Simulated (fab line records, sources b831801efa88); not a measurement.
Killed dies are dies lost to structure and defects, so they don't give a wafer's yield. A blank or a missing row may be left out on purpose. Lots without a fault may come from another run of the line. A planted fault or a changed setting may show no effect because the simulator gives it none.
Which tool did it? | flow sky130 | 6 lots, 18 wafers sampled, at 3 steps of a route of 708

WHAT THE GAUGES READ, wafer by wafer
SKY_SONOS_TUNNEL_TW_MEAS_12.
lot  | measured     | on            | SONOS_TUNNEL_TW
L427 | day 11 20:57 | film_metro-04 | 198.5 198.1 198.5
L429 | day 12 18:14 | film_metro-01 | 195.7 197.0 196.8
L431 | day 13 07:09 | film_metro-01 | 195.3 196.7 195.8
L433 | day 13 18:10 | film_metro-01 | 195.6 195.6 195.4
L441 | day 16 13:26 | film_metro-04 | 153.4 153.0 153.6
L447 | day 18 12:02 | film_metro-04 | 197.4 198.1 197.8

WHICH TOOL RAN EACH LOT (tool, then ch and the chambers of the sampled wafers, then the start)
lot  | SKY_VT_ADJUST_LVTN_STRIP_20          | SKY_SONOS_TUNNEL_IMPLANT_09
L427 | plasma_asher-02 ch 0,1, day 8 03:41  | implanter-01 ch 0, day 11 20:34
L429 | plasma_asher-04 ch 0,1, day 8 23:18  | implanter-04 ch 0, day 12 17:43
L431 | plasma_asher-04 ch 0,1, day 9 09:23  | implanter-01 ch 0, day 13 06:46
L433 | plasma_asher-04 ch 0,1, day 9 20:58  | implanter-01 ch 0, day 13 17:47
L441 | plasma_asher-02 ch 0,1, day 12 05:40 | implanter-01 ch 0, day 16 13:01
L447 | plasma_asher-01 ch 0,1, day 13 20:04 | implanter-03 ch 0, day 18 11:36
- SKY_VT_ADJUST_LVTN_STRIP_20: strips in O2/N2.
- SKY_SONOS_TUNNEL_IMPLANT_09

THE ANSWER, worked out from the rows above alone
Rule: what is usual is taken from the lots themselves. Put in order of their means at a reading, lots are off if they are a third of the lots or fewer, leave a main group of 4 or more, and stand apart from it by a gap of 3 or more times the standard deviation of the main group's means; of several such gaps the widest counts. A main group whose means are all the same, to the digits that the tables above print for the reading, isn't used. A lot without any number at a reading at which 4 lots or more have one is off too. The other lots that the step has rows for count as sound.
Off: L441, at SKY_SONOS_TUNNEL_TW_MEAS_12 (SONOS_TUNNEL_TW). The main group: mean 196.8, standard deviation 1.1.
A tool fits if, at a process step before that reading, it ran every lot that is off, and no sound lot after the first of them. The gauges at SKY_SONOS_TUNNEL_TW_MEAS_12 are tried like those tools. Can't be told from this: 2 tools fit, plasma_asher-02 at SKY_VT_ADJUST_LVTN_STRIP_20, implanter-01 at SKY_SONOS_TUNNEL_IMPLANT_09.

WHAT THE SIMULATOR HAD PUT IN
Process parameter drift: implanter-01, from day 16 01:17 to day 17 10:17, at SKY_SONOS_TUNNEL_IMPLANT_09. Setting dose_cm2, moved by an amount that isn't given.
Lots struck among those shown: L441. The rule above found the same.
